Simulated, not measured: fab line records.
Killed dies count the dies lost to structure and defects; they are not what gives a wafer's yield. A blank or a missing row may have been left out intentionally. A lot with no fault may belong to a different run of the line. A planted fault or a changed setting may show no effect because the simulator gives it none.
The same fault as seen by 2 desks	flow sky130	what lay behind the numbers comes last; until then each desk has only its own

== FROM THE METROLOGY DESK ==
Means of the sampled wafers that have a number, per lot and without regard to the tool the lot ran on: this is what the gauges read. If a lot's mean is further than 4 standard deviations from the usual mean, the lot is out of limits and carries the mark OUT (the distance appears in the brackets).
Columns: A = cd_nm at SKY_POLY_GATE_CD_MEAS_13, usual 150.5 nm; B = cd_nm at SKY_POLY_GATE_CD_MEAS_22, usual 152.1 nm
lot	first seen here	A	B
L252	day 17 23:07	150.2	151.6
L253	day 18 06:35	150.3	153.1
L254	day 19 01:31	150.3	150.7
L255	day 19 09:31	152.8	155.0
L256	day 19 19:29	149.9	152.4
L257	day 19 20:14	149.3	148.8
L258	day 20 04:46	149.9	152.6
L261	day 21 03:28	150.9	153.7
L262	day 21 13:41	149.5	152.9
L265	day 22 03:35	151.7	151.5
L269	day 23 13:50	152.5	154.6
L271	day 24 00:37	150.1	150.6
L272	day 24 03:38	150.6	151.7
Result from this desk: across the 13 lots, nothing is out of limits.

== FOR THE TOOL OWNER'S DESK: wet_bench-04 ==
The tool's own readings at SKY_FIELD_ISO_WET_ETCH_18 (etches Si3N4 in H3PO4, target depth 25 nm, time 286 s): means of the sampled wafers that have a number, for each lot that ran on this tool. If a lot's mean is further than 4 standard deviations from the usual mean, the lot is out of limits and carries the mark OUT (the distance appears in the brackets).
Columns: A = run_length_s at SKY_FIELD_ISO_WET_ETCH_18, usual 313.3 s
lot	first seen here	A
L258	day 4 00:35	312.1
L261	day 4 18:59	313.1
L265	day 5 12:56	319.9
L269	day 6 11:02	488.1 (+65) OUT
L272	day 7 01:26	488.5 (+65) OUT
This desk's finding: out of limits on L269, L272; first on L269, day 6 11:02 (run_length_s at SKY_FIELD_ISO_WET_ETCH_18). Within limits: L258, L261, L265.

== ALL TOGETHER ==
The tool owner's desk could have raised an alarm at day 6 11:02, on L269, L272.
The metrology desk saw nothing out of limits.
The metrology desk has L269, L272 on record, within its limits.
All the named lots went through SKY_FIELD_ISO_WET_ETCH_18 on wet_bench-04.

== WHAT THE SIMULATOR HAD PUT IN ==
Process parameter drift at SKY_FIELD_ISO_WET_ETCH_18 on wet_bench-04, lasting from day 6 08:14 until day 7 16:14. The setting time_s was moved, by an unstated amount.
Struck lots among those shown: L269, L272.
Each desk's first reading out of limits, in hours after the fault started: the tool owner's desk, 3.
